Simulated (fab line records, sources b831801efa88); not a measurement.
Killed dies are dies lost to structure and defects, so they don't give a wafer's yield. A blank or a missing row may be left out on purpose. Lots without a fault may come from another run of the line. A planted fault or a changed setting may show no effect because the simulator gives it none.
fab line records | flow sfq_line
record lots=14 wafers=42 last_day=93
route steps=325 shown L0@3 M1@69 I2@114 I3@145
lots that met no fault: from a run of the same line without faults
start_h: hours from the record's first day to the start of the lot's first wafer shown | wait_h: hours since the lot's step before | " the same as in the row above | L1.1+2: a row that stands for several wafers | - no value, or no start given | * or withheld: withheld | < > ~ a bound
route shown NAME@n: a module of which the file shows steps, and the number in the route of the first | usual: mean/standard deviation of fault-free wafers | same: alike in all rows | chamber/n: place in a boat | sites: the reading at each site | _std_site: their standard deviation | _edge_site: outer sites' mean less inner sites' | radius_mm: how far each site lies from the wafer's centre | mask NAME#n: copy n | behind: the tool/chamber that last shaped the wafer | hold: why the lot was held/for how many hours/how that ended | device: the transistor (n, p or np) that didn't switch | end of line: the same wafers' tests at the end of the route | a step without rows: its recipe alone | killed: dies lost to structure and defects at the first sort, not the wafer's yield | map: a wafer's dies, x killed, . not, _ none there
set.NAME: the setting as run; set.NAME@STEP: as run at that earlier step | model.NAME: the simulator's own value behind a step, which no gauge read
steps of the route over a sample of lots; a table a step, a row a wafer
services: from which hour (start_h, from the record's first day; less than 0 if before it) a tool's chamber was out of use, for how many hours, and why
## steps
# step SFQ_TRILAYER_L0_DEP_SPUTTER_003
# recipe material=MoNx_KI base_pressure_pa=1.33e-06 target_thk_nm=40 power_w=800 time_s=100 chamber_pressure_pa=0.4
# usual chamber_pressure_pa=0.4001/0.00083 throttle_valve_pct=29.9/0.78
# columns lot.wafer tool chamber start_h wait_h chamber_pressure_pa throttle_valve_pct
L638.2 pvd_sputter-06 - 12.49 0.0 0.3991 29.6
L638.3 " - " " 0.4012 28.1
L638.6 " - " " 0.4008 29.8
L640.2 pvd_sputter-05 - 22.49 0.0 0.3984 29.3
L640.3 " - " " 0.3989 31.0
L640.6 " - " " 0.4002 29.3
L643.1 pvd_sputter-05 - 37.49 0.0 0.3995 31.2
L643.3 " - " " 0.4001 29.6
L643.4 " - " " 0.3990 30.0
L645.1 pvd_sputter-03 - 47.49 0.0 0.3999 30.2
L645.2 " - " " 0.3999 29.6
L645.5 " - " " 0.4007 30.1
L646.1 pvd_sputter-05 - 52.49 0.0 0.3984 29.5
L646.4 " - " " 0.4007 30.0
L646.5 " - " " 0.4004 31.3
L647.2 pvd_sputter-03 - 57.49 0.0 0.4006 30.0
L647.3 " - " " 0.4010 30.1
L647.4 " - " " 0.4011 28.2
L652.1 pvd_sputter-03 - 82.49 0.0 0.4008 28.6
L652.3 " - " " 0.3997 30.5
L652.4 " - " " 0.3998 30.0
L653.2 pvd_sputter-03 - 87.49 0.0 0.3996 30.3
L653.3 " - " " 0.4021 28.3
L653.5 " - " " 0.4005 29.5
L654.3 pvd_sputter-03 - 92.49 0.0 0.4004 30.5
L654.4 " - " " 0.4018 29.6
L654.5 " - " " 0.4007 29.4
L656.2 pvd_sputter-06 - 102.49 0.0 0.4005 29.7
L656.3 " - " " 0.4007 29.5
L656.4 " - " " 0.4002 29.6
L658.2 pvd_sputter-03 - 112.49 0.0 0.3991 28.3
L658.4 " - " " 0.3995 30.4
L658.5 " - " " 0.4001 28.4
L659.1 pvd_sputter-05 - 117.49 0.0 0.3997 29.6
L659.2 " - " " 0.4013 30.9
L659.3 " - " " 0.4011 30.3
L660.1 pvd_sputter-05 - 122.49 0.0 0.4006 31.0
L660.3 " - " " 0.4002 30.5
L660.6 " - " " 0.4006 30.1
L661.1 pvd_sputter-06 - 127.49 0.0 0.3988 29.8
L661.3 " - " " 0.3990 30.6
L661.4 " - " " 0.4000 29.9
# step SFQ_L0_RS_MEAS_901
# recipe thk_meas_gauge=four-point-probe reads=MoNx_KI_of_TRILAYER_L0_DEP_SPUTTER_003
# usual L0_MONX_KI_RS=43.6/0.43
# columns lot.wafer tool chamber start_h wait_h L0_MONX_KI_RS[ohm/sq]
L638.2 film_metro-01 - 12.58 0.1 43.7
L638.3 " - " " 43.4
L638.6 " - " " 44.1
L640.2 film_metro-01 - 22.58 0.1 43.9
L640.3 " - " " 43.8
L640.6 " - " " 43.6
L643.1 film_metro-02 - 37.56 0.0 43.4
L643.3 " - " " 111.6
L643.4 " - " " 110.2
L645.1 film_metro-04 - 47.56 0.0 43.9
L645.2 " - " " 44.2
L645.5 " - " " 44.2
L646.1 film_metro-02 - 52.56 0.0 43.5
L646.4 " - " " 109.6
L646.5 " - " " 43.2
L647.2 film_metro-01 - 57.58 0.1 42.7
L647.3 " - " " 42.9
L647.4 " - " " 42.9
L652.1 film_metro-04 - 82.56 0.0 43.7
L652.3 " - " " 43.5
L652.4 " - " " 43.7
L653.2 film_metro-04 - 87.58 0.1 43.8
L653.3 " - " " 43.5
L653.5 " - " " 43.9
L654.3 film_metro-04 - 92.60 0.1 43.5
L654.4 " - " " 43.4
L654.5 " - " " 43.5
L656.2 film_metro-04 - 102.58 0.1 44.3
L656.3 " - " " 44.5
L656.4 " - " " 44.6
L658.2 film_metro-04 - 112.58 0.1 42.5
L658.4 " - " " 42.4
L658.5 " - " " 42.5
L659.1 film_metro-04 - 117.57 0.0 43.3
L659.2 " - " " 43.3
L659.3 " - " " 43.3
L660.1 film_metro-02 - 122.57 0.0 43.2
L660.3 " - " " 43.6
L660.6 " - " " 43.7
L661.1 film_metro-02 - 127.56 0.0 43.1
L661.3 " - " " 43.4
L661.4 " - " " 43.3
# step SFQ_L0_THK_MEAS_902
# recipe thk_meas_gauge=xrf reads=MoNx_KI_of_TRILAYER_L0_DEP_SPUTTER_003
# usual L0_MONX_KI_THK=39.7/0.44
# columns lot.wafer tool chamber start_h wait_h L0_MONX_KI_THK[nm]
L638.2 film_metro-01 - 12.69 0.1 39.2
L638.3 " - " " 39.7
L638.6 " - " " 39.3
L640.2 film_metro-01 - 22.69 0.1 39.8
L640.3 " - " " 39.7
L640.6 " - " " 39.5
L643.1 film_metro-02 - 37.68 0.1 39.9
L643.3 " - " " 15.5
L643.4 " - " " 15.8
L645.1 film_metro-04 - 47.68 0.1 39.3
L645.2 " - " " 39.2
L645.5 " - " " 39.0
L646.1 film_metro-02 - 52.68 0.1 39.9
L646.4 " - " " 15.8
L646.5 " - " " 40.0
L647.2 film_metro-01 - 57.69 0.1 41.1
L647.3 " - " " 40.1
L647.4 " - " " 40.4
L652.1 film_metro-04 - 82.68 0.1 39.6
L652.3 " - " " 39.5
L652.4 " - " " 39.4
L653.2 film_metro-04 - 87.69 0.1 39.3
L653.3 " - " " 39.5
L653.5 " - " " 39.3
L654.3 film_metro-04 - 92.70 0.1 39.4
L654.4 " - " " 39.9
L654.5 " - " " 39.6
L656.2 film_metro-04 - 102.69 0.1 39.0
L656.3 " - " " 38.9
L656.4 " - " " 38.8
L658.2 film_metro-04 - 112.69 0.1 40.7
L658.4 " - " " 40.9
L658.5 " - " " 40.8
L659.1 film_metro-04 - 117.69 0.1 40.0
L659.2 " - " " 39.6
L659.3 " - " " 39.9
L660.1 film_metro-02 - 122.69 0.1 40.0
L660.3 " - " " 39.4
L660.6 " - " " 39.3
L661.1 film_metro-02 - 127.68 0.1 39.7
L661.3 " - " " 39.7
L661.4 " - " " 39.7
# step SFQ_TRILAYER_L0_ETCH_METAL_ETCH_008
# recipe target=MoNx_KI stop_on=SiO2 mask_material=PR chemistry=SF6/O2 target_depth_nm=50 icp_w=600 bias_w=80 pressure_mtorr=10 time_s=25
# usual drypump_motor_current_A=5.8/0.33 oes_product_au=0.872/0.0061 rf_fwd_power_W=589.5/2.9
# columns lot.wafer tool chamber start_h wait_h drypump_motor_current_A oes_product_au rf_fwd_power_W rf_hours_counter_h
L638.2 rie_metal-03 1 76.67 0.0 6.3 0.872 591.4 209
L638.3 " 1 " " 6.3 0.872 590.5 -
L638.6 " 0 " " 5.4 0.863 586.2 -
L640.2 rie_metal-03 0 83.95 0.1 5.4 0.874 586.5 -
L640.3 " 0 " " 5.4 0.872 586.9 -
L640.6 " 0 " " 5.4 0.872 588.9 -
L643.1 rie_metal-04 0 98.29 0.0 5.6 0.876 593.1 118
L643.3 " 0 " " 5.6 0.576 590.8 -
L643.4 " 1 " " 6.3 0.572 590.0 -
L645.1 rie_metal-03 1 109.84 0.0 6.3 0.868 586.6 2
L645.2 " 0 " " 5.4 0.871 586.2 50
L645.5 " 0 " " 5.4 0.868 586.0 -
L646.1 rie_metal-04 0 113.44 0.0 5.7 0.876 588.1 121
L646.4 " 0 " " 5.7 0.566 588.0 -
L646.5 " 1 " " 6.3 0.874 596.9 -
L647.2 rie_metal-03 1 117.04 0.0 6.3 0.880 588.2 3
L647.3 " 1 " " 6.3 0.883 587.2 -
L647.4 " 0 " " 5.4 0.876 590.6 -
L652.1 rie_metal-01 1 149.54 0.1 5.9 0.870 589.2 92
L652.3 " 1 " " 5.9 0.874 590.6 -
L652.4 " 0 " " 5.8 0.872 592.4 -
L653.2 rie_metal-01 1 156.72 0.0 5.9 0.871 588.0 92
L653.3 " 0 " " 5.7 0.871 589.2 -
L653.5 " 1 " " 5.9 0.867 586.1 -
L654.3 rie_metal-01 0 161.45 0.0 5.7 0.867 589.1 -
L654.4 " 1 " " 5.9 0.869 588.4 -
L654.5 " 1 " " 5.9 0.875 584.7 -
L656.2 rie_metal-04 0 174.18 0.0 5.7 0.872 587.1 130
L656.3 " 0 " " 5.6 0.864 588.6 -
L656.4 " 1 " " 6.2 0.858 595.2 -
L658.2 rie_metal-01 0 186.18 0.0 5.7 0.888 592.6 7
L658.4 " 0 " " 5.7 0.889 587.5 -
L658.5 " 0 " " 5.8 0.872 588.4 -
L659.1 rie_metal-03 1 190.98 0.0 6.3 0.874 587.9 15
L659.2 " 0 " " 5.4 0.871 585.1 63
L659.3 " 1 " " 6.3 0.872 591.0 -
L660.1 rie_metal-03 0 200.58 0.0 5.5 0.871 588.4 65
L660.3 " 0 " " 5.4 0.872 587.1 -
L660.6 " 1 " " 6.3 0.871 590.2 -
L661.1 rie_metal-01 1 207.78 0.0 5.9 0.872 591.7 101
L661.3 " 1 " " 5.9 0.869 591.3 -
L661.4 " 0 " " 5.7 0.863 593.4 -
# step SFQ_TRILAYER_M1_BARC_OPEN_METAL_ETCH_054
# recipe mask_material=PR chemistry=O2 target_depth_nm=125 target=BARC icp_w=600 bias_w=80 pressure_mtorr=10 time_s=41.7
# usual drypump_motor_current_A=5.9/0.35 oes_product_au=0.685/0.0041 rf_fwd_power_W=592.1/2.3
# columns lot.wafer tool chamber start_h wait_h drypump_motor_current_A oes_product_au rf_fwd_power_W rf_hours_counter_h
L638.2 rie_metal-03 1 482.06 0.0 6.3 0.683 590.1 56
L638.3 " 1 " " 6.3 0.686 589.4 -
L638.6 " 1 " " 6.3 0.681 590.1 -
L640.2 rie_metal-04 0 505.45 0.0 5.7 0.689 593.8 -
L640.3 " 0 " " 5.6 0.686 593.4 -
L640.6 " 0 " " 5.7 0.683 593.6 -
L643.1 rie_metal-03 1 537.93 0.0 6.3 0.686 591.1 64
L643.3 " 1 " " 6.3 0.687 591.5 -
L643.4 " 0 " " 5.4 0.677 592.3 -
L645.1 rie_metal-04 1 587.12 0.0 6.2 0.685 594.6 129
L645.2 " 0 " " 5.7 0.683 594.4 16
L645.5 " 0 " " 5.7 0.688 594.4 -
L646.1 rie_metal-03 1 593.79 0.0 6.3 0.689 588.8 71
L646.4 " 0 " " 5.5 0.685 587.8 -
L646.5 " 1 " " 6.3 0.690 591.1 -
L647.2 rie_metal-03 0 609.52 0.0 5.4 0.685 589.8 121
L647.3 " 1 " " 6.3 0.687 590.8 -
L647.4 " 0 " " 5.4 0.694 587.9 -
L652.1 rie_metal-04 0 623.91 0.0 5.7 0.683 594.3 21
L652.3 " 1 " " 6.3 0.682 596.8 -
L652.4 " 0 " " 5.7 0.690 592.2 -
L653.2 rie_metal-03 1 625.11 0.0 6.3 0.682 589.8 76
L653.3 " 1 " " 6.3 0.688 588.8 -
L653.5 " 1 " " 6.3 0.680 590.6 -
L654.3 rie_metal-01 1 626.33 0.0 5.9 0.688 591.5 -
L654.4 " 0 " " 5.8 0.689 593.8 -
L654.5 " 0 " " 5.8 0.696 593.0 -
L656.2 rie_metal-04 1 628.71 0.0 6.3 0.679 592.0 135
L656.3 " 1 " " 6.3 0.688 591.9 -
L656.4 " 0 " " 5.7 0.692 593.1 -
L658.2 rie_metal-04 0 631.11 0.0 5.7 0.678 594.6 23
L658.4 " 0 " " 5.7 0.687 593.8 -
L658.5 " 0 " " 5.7 0.692 592.6 -
L659.1 rie_metal-03 0 632.31 0.0 5.4 0.686 590.3 125
L659.2 " 1 " " 6.3 0.683 593.3 77
L659.3 " 0 " " 5.4 0.679 590.5 -
L660.1 rie_metal-04 0 633.51 0.0 5.7 0.690 592.7 23
L660.3 " 0 " " 5.8 0.685 594.2 -
L660.6 " 0 " " 5.7 0.686 593.7 -
L661.1 rie_metal-04 1 635.91 0.0 6.2 0.681 593.3 137
L661.3 " 1 " " 6.3 0.682 592.2 -
L661.4 " 0 " " 5.6 0.685 592.5 -
# step SFQ_TRILAYER_I2_VIA_BARC_OPEN_VIA_ETCH_096
# recipe mask_material=PR chemistry=O2 target_depth_nm=125 target=BARC source_w=500 bias_w=80 pressure_mtorr=30 time_s=41.7
# usual drypump_motor_current_A=6.0/0.38 oes_product_au=0.685/0.0048 rf_fwd_power_W=494.6/2.2
# columns lot.wafer tool chamber start_h wait_h drypump_motor_current_A oes_product_au rf_fwd_power_W rf_hours_counter_h
L638.2 rie_diel-02 3 674.83 0.0 6.1 0.685 492.4 3
L638.3 " 0 " " 6.2 0.684 494.4 2
L638.6 " 0 " " 6.2 0.689 492.1 -
L640.2 rie_diel-04 0 815.40 0.0 5.8 0.682 495.3 28
L640.3 " 1 " " 5.7 0.686 495.3 16
L640.6 " 2 " " 5.3 0.677 494.0 -
L643.1 rie_diel-02 2 843.89 0.0 5.6 0.688 498.3 1
L643.3 " 3 " " 6.1 0.682 490.8 6
L643.4 " 1 " " 5.8 0.694 497.2 6
L645.1 rie_diel-04 0 879.59 0.0 5.9 0.687 498.0 28
L645.2 " 1 " " 5.7 0.690 491.9 17
L645.5 " 1 " " 5.7 0.688 491.6 -
L646.1 rie_diel-04 2 1022.65 0.0 5.3 0.683 491.1 15
L646.4 " 0 " " 5.8 0.691 493.0 1
L646.5 " 0 " " 5.8 0.688 496.6 -
L647.2 rie_diel-01 1 1033.03 0.0 6.2 0.688 497.2 8
L647.3 " 3 " " 6.6 0.689 494.2 1
L647.4 " 3 " " 6.6 0.688 492.8 -
L652.1 rie_diel-01 0 1051.25 0.0 5.8 0.683 495.1 17
L652.3 " 3 " " 6.6 0.688 491.8 1
L652.4 " 0 " " 5.8 0.683 495.7 -
L653.2 rie_diel-04 0 1053.65 0.0 5.9 0.685 497.3 1
L653.3 " 2 " " 5.4 0.679 492.6 15
L653.5 " 2 " " 5.4 0.691 490.2 -
L654.3 rie_diel-02 2 1059.53 0.0 5.6 0.696 496.5 3
L654.4 " 3 " " 6.1 0.685 493.4 9
L654.5 " 3 " " 6.1 0.679 494.3 -
L656.2 rie_diel-02 3 1066.73 0.0 6.2 0.683 497.8 9
L656.3 " 0 " " 6.2 0.687 493.1 8
L656.4 " 3 " " 6.1 0.683 499.3 -
L658.2 rie_diel-04 0 1070.33 0.0 5.8 0.692 495.0 1
L658.4 " 1 " " 5.7 0.680 495.0 0
L658.5 " 1 " " 5.7 0.685 494.5 -
L659.1 rie_diel-02 1 1072.73 0.0 5.8 0.680 494.5 9
L659.2 " 3 " " 6.1 0.683 493.8 9
L659.3 " 0 " " 6.2 0.681 490.1 8
L660.1 rie_diel-01 1 1075.13 0.0 6.2 0.685 496.7 9
L660.3 " 0 " " 5.8 0.689 497.2 18
L660.6 " 0 " " 5.8 0.684 495.7 -
L661.1 rie_diel-04 1 1076.33 0.0 5.7 0.686 494.0 0
L661.3 " 2 " " 5.3 0.677 490.0 16
L661.4 " 3 " " 6.4 0.692 495.2 6
# step SFQ_TRILAYER_I3_VIA_ETCH_VIA_ETCH_088
# recipe target=SiO2 stop_on=Nb mask_material=PR taper_deg=20 chemistry=CHF3 target_depth_nm=260 source_w=500 bias_w=80 pressure_mtorr=30 time_s=withheld
# usual drypump_motor_current_A=5.8/0.39 oes_product_au=0.855/0.0055 rf_fwd_power_W=498.1/1.5
# columns lot.wafer tool chamber start_h wait_h drypump_motor_current_A oes_product_au rf_fwd_power_W
L638.2 rie_diel-03 2 823.84 0.0 6.2 0.848 496.3
L638.3 " 1 " " 5.7 0.856 497.3
L638.6 " 3 " " 4.9 0.845 497.1
L640.2 rie_diel-04 3 961.48 0.0 6.3 0.855 495.9
L640.3 " 0 " " 5.8 0.855 497.2
L640.6 " 0 " " 5.9 0.851 498.7
L643.1 rie_diel-02 3 1119.93 0.0 6.1 0.850 495.6
L643.3 " 0 " " 6.2 0.857 495.8
L643.4 " 1 " " 5.8 0.851 499.4
L645.1 rie_diel-02 3 1127.13 0.0 6.1 0.860 503.3
L645.2 " 0 " " 6.2 0.858 496.9
L645.5 " 1 " " 5.8 0.856 499.0
L646.1 rie_diel-04 2 1157.68 0.0 5.4 0.855 494.4
L646.4 " 3 " " 6.4 0.857 500.4
L646.5 " 0 " " 5.8 0.850 500.0
L647.2 rie_diel-04 1 1160.95 0.0 5.7 0.854 494.8
L647.3 " 0 " " 5.8 0.851 499.3
L647.4 " 3 " " 6.3 0.858 499.4
L652.1 rie_diel-02 3 1189.55 0.0 6.1 0.841 499.8
L652.3 " 0 " " 6.2 0.857 498.4
L652.4 " 2 " " 5.7 0.851 497.2
L653.2 rie_diel-02 0 1316.05 0.0 6.2 0.852 495.1
L653.3 " 3 " " 6.1 0.850 496.2
L653.5 " 2 " " 5.6 0.855 500.4
L654.3 rie_diel-03 1 1319.65 0.0 5.7 0.866 498.9
L654.4 " 2 " " 6.3 0.860 496.2
L654.5 " 1 " " 5.7 0.855 500.2
L656.2 rie_diel-02 0 1324.45 0.0 6.2 0.858 496.6
L656.3 " 1 " " 5.8 0.855 499.6
L656.4 " 3 " " 6.1 0.855 499.1
L658.2 rie_diel-04 0 1326.85 0.0 5.8 0.856 498.1
L658.4 " 2 " " 5.3 0.860 499.0
L658.5 " 2 " " 5.4 0.867 500.0
L659.1 rie_diel-03 3 1329.25 0.0 4.9 0.862 498.8
L659.2 " 1 " " 5.7 0.857 498.1
L659.3 " 2 " " 6.3 0.868 496.4
L660.1 rie_diel-04 3 1331.78 0.0 6.4 0.853 497.2
L660.3 " 2 " " 5.3 0.864 497.5
L660.6 " 1 " " 5.7 0.848 495.6
L661.1 rie_diel-03 3 1332.98 0.0 4.9 0.858 497.5
L661.3 " 2 " " 6.3 0.863 497.4
L661.4 " 0 " " 5.7 0.869 498.3
## services
# columns tool chamber start_h hours kind
rie_diel-04 0 30.64 12.5 repair
rie_metal-03 0 60.37 10.2 repair
rie_diel-04 0 145.51 11.0 repair
rie_metal-03 - 162.70 1.4 pm
rie_diel-04 - 201.55 4.3 pm
rie_diel-04 0 236.49 2.2 repair
rie_diel-04 3 239.77 9.3 repair
rie_metal-03 1 247.40 6.9 repair
rie_diel-04 - 259.37 1.1 repair
rie_diel-04 0 292.23 2.4 repair
rie_metal-03 0 303.00 11.5 repair
rie_diel-04 1 304.55 6.9 repair
rie_diel-04 3 306.82 3.1 repair
rie_diel-04 0 359.06 4.8 repair
rie_diel-04 1 402.10 2.8 repair
rie_diel-04 2 405.75 17.4 repair
rie_diel-04 - 419.59 2.7 repair
rie_metal-03 - 525.62 2.8 pm
rie_metal-03 0 640.01 8.3 repair
rie_metal-03 1 900.67 1.8 repair
rie_metal-03 - 979.56 0.2 repair
rie_metal-03 0 1154.76 14.4 repair
rie_metal-03 1 1192.11 18.5 repair
rie_metal-03 - 1232.35 14.6 pm
## key
first_sign step=SFQ_L0_RS_MEAS_901 reading=L0_MONX_KI_RS direction=up sigmas=99+ usual=43.6 struck=110.5
effect step=SFQ_L0_THK_MEAS_902 reading=L0_MONX_KI_THK direction=down sigmas=54 usual=39.7 struck=15.7
effect step=SFQ_TRILAYER_L0_ETCH_METAL_ETCH_008 reading=oes_product_au direction=down sigmas=49 usual=0.872 struck=0.571
met_at SFQ_TRILAYER_L0_DEP_SPUTTER_003
struck_lots L643,L646
struck_wafers L643.3,L643.4,L646.4
not_acting_at SFQ_TRILAYER_M1_BARC_OPEN_METAL_ETCH_054,SFQ_TRILAYER_I2_VIA_BARC_OPEN_VIA_ETCH_096,SFQ_TRILAYER_I3_VIA_ETCH_VIA_ETCH_088
onset_between 22.49 37.49
fault kind=process_parameter_drift tool=pvd_sputter-05 chamber=- onset_h=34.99 steps=SFQ_TRILAYER_L0_DEP_SPUTTER_003 channel=target_thk_nm offset=-24.15 shape=step end_h=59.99 scope=struck_wafers_only acts_in=these_recipes_only stated=40
